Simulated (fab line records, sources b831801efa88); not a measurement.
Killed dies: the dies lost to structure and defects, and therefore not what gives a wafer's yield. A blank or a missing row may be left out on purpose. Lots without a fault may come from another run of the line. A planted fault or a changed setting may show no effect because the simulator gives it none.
One fault through the eyes of 2 desks -- flow gf180mcu -- what lay behind the numbers comes last; until then each desk has only its own

## FOR THE TOOL OWNER'S DESK: pvd_sputter-04
The tool's own readings at GF_M3_SPUTTER_00 (material Ti, target thk 37.5 nm, time 150 s): means of the sampled wafers that have a number, for each lot that ran on this tool. A lot is out of limits, marked OUT, if its mean lies more than 4 standard deviations from the usual mean; the brackets give that distance.
Columns: A = chamber_pressure_pa at GF_M3_SPUTTER_00, usual 2.000 Pa; B = throttle_valve_pct at GF_M3_SPUTTER_00, usual 29.6 %
lot,first seen here,A,B
L285,day 22 04:47,2.003,29.9
L289,day 23 12:57,2.222 (+54) OUT,27.7
L290,day 24 04:41,2.221 (+54) OUT,28.7
This desk finds L289, L290 out of limits, L289 being first, at day 23 12:57 (chamber_pressure_pa at GF_M3_SPUTTER_00). Within limits: L285.

## METROLOGY DESK
What the gauges read, lot by lot, whatever tool the lot ran on: means of the sampled wafers that have a number. A lot is out of limits, marked OUT, if its mean lies more than 4 standard deviations from the usual mean; the brackets give that distance.
Columns: A = V2_OVL at GF_V2_OVL_MEAS_15, usual -4 nm; B = V2_W_RS at GF_V2_RS_MEAS_24, usual 0.327 ohm/sq; C = V2_W_THK at GF_V2_THK_MEAS_25, usual 361 nm
lot,first seen here,A,B,C
L281,day 20 14:18,-2,0.327,358
L285,day 22 03:24,0,0.327,361
L289,day 23 11:34,-7,0.329,360
L290,day 24 02:16,-5,0.322,364
L296,day 25 22:52,-2,0.326,362
L301,day 27 10:41,-1,0.327,367
Result from this desk: across the 6 lots, nothing is out of limits.

## TAKEN TOGETHER
The tool owner's desk had the chance to raise an alarm at day 23 12:57 on L289, L290.
Metrology desk: nothing out of limits seen.
The metrology desk has L289, L290 on record, within its limits.
On pvd_sputter-04, each named lot ran GF_M3_SPUTTER_00.

## WHAT THE SIMULATOR HAD PUT IN
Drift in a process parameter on pvd_sputter-04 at GF_M3_SPUTTER_00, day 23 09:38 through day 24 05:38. A move of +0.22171 in setting chamber_pressure_pa, from 2. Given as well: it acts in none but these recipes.
Lots struck among those shown: L289, L290.
Delay in hours, fault start to first out-of-limits reading, by desk: the tool owner's desk at 3.
